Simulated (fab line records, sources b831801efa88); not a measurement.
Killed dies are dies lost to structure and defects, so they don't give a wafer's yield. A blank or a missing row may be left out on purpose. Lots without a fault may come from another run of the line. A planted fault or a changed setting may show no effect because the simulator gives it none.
A struck lot beside a sound one | flow sky130 | 14 steps out of a route of 708
Sound: wafers L551.1, L551.5, L551.6. Struck: wafers L564.3, L564.4, L564.6. The cause comes at the end.
At each step with rows: each side's tool, then ch and its chambers, then its first start. Under that, the readings that differ: sound wafers | struck wafers | difference of the means | sigmas: that difference in standard deviations of wafers without a fault.
alike: readings whose means differ by less than 2 such deviations, and words and numbers that are the same on both sides. not compared: withheld readings, readings that some wafer has no value for, bounds like >300 that may hide the same value, and numbers for which the record gives no deviation and whose values overlap.
The two part at a step that has a row with sigmas, a row that says differs or no value, or rows on one side only. Numbers that don't overlap but have no deviation are shown without sigmas and don't part them. A reading that every wafer of one side lacks parts them only if that side has two wafers or more.

first, 2 steps without rows for these wafers: SKY_POLY_CUT_PEB_06; SKY_POLY_CUT_DEVELOP_07 (develop time 60 s).
SKY_POLY_CUT_CD_MEAS_08: target cd 270 nm.
  sound on cd_sem-02, day 23 21:49; struck on cd_sem-02, day 29 16:02
  alike: cd_nm
SKY_POLY_CUT_OVL_MEAS_09:
  sound on overlay-02, day 23 21:56; struck on overlay-02, day 29 16:08
  alike: POLY_CUT_OVL
SKY_POLY_CUT_ETCH_10: etches BARC in N2/H2, stops on SiO2, time 45.9 s, target depth 60 nm.
  sound on rie_diel-01 ch 0,3, day 23 21:58; struck on rie_diel-04 ch 1,3, day 29 16:09
  reading               | sound             | struck            | difference | sigmas
  oes_product_au (a.u.) | 0.844 0.852 0.851 | 0.859 0.859 0.856 | +0.009     | +2
  alike: drypump_motor_current_A, rf_fwd_power_W, throttle_valve_pct
  not compared: rf_hours_counter_h
SKY_POLY_CUT_ETCH_11: etches Si3N4 in CF4/CH2F2/Ar, stops on poly-Si, time 42.5 s, target depth 60 nm.
  sound on rie_diel-01 ch 0,3, day 23 22:01; struck on rie_diel-04 ch 1,3, day 29 16:12
  alike: drypump_motor_current_A, oes_product_au, rf_fwd_power_W, throttle_valve_pct
  not compared: rf_hours_counter_h
SKY_POLY_CUT_STRIP_12: strips in O2/N2.
  sound on plasma_asher-04 ch 0,1, day 23 22:03; struck on plasma_asher-03 ch 0,1, day 29 16:16
  alike: drypump_motor_current_A, oes_product_au, strip_time_to_endpoint_s
  not compared: rf_hours_counter_h
then, 5 steps without rows for these wafers: SKY_SD_P_DEHYDRATE_00 (time 60 s); SKY_SD_P_HMDS_01 (prime time 60 s); SKY_SD_P_COAT_02 (resist thk 1140 nm); SKY_SD_P_SOFTBAKE_03 (time 60 s); SKY_SD_P_EXPOSE_04 (exposes mask PSDM, target cd 380 nm).
SKY_SD_P_PEB_05:
  sound on litho_track-02 ch 0, day 25 03:08; struck on litho_track-03, day 30 19:40
  reading         | sound          | struck | difference                    | sigmas
  exhaust_pa (Pa) | 43.5 44.2 43.7 | - - -  | no value on the struck wafers |
  not compared: chill_plate_temp_C
then, 1 step without rows for these wafers: SKY_SD_P_DEVELOP_06 (develop time 60 s).

WHERE THEY PART
First at SKY_POLY_CUT_ETCH_10; last, within this record, at SKY_SD_P_PEB_05.

WHY: what the simulator had put in
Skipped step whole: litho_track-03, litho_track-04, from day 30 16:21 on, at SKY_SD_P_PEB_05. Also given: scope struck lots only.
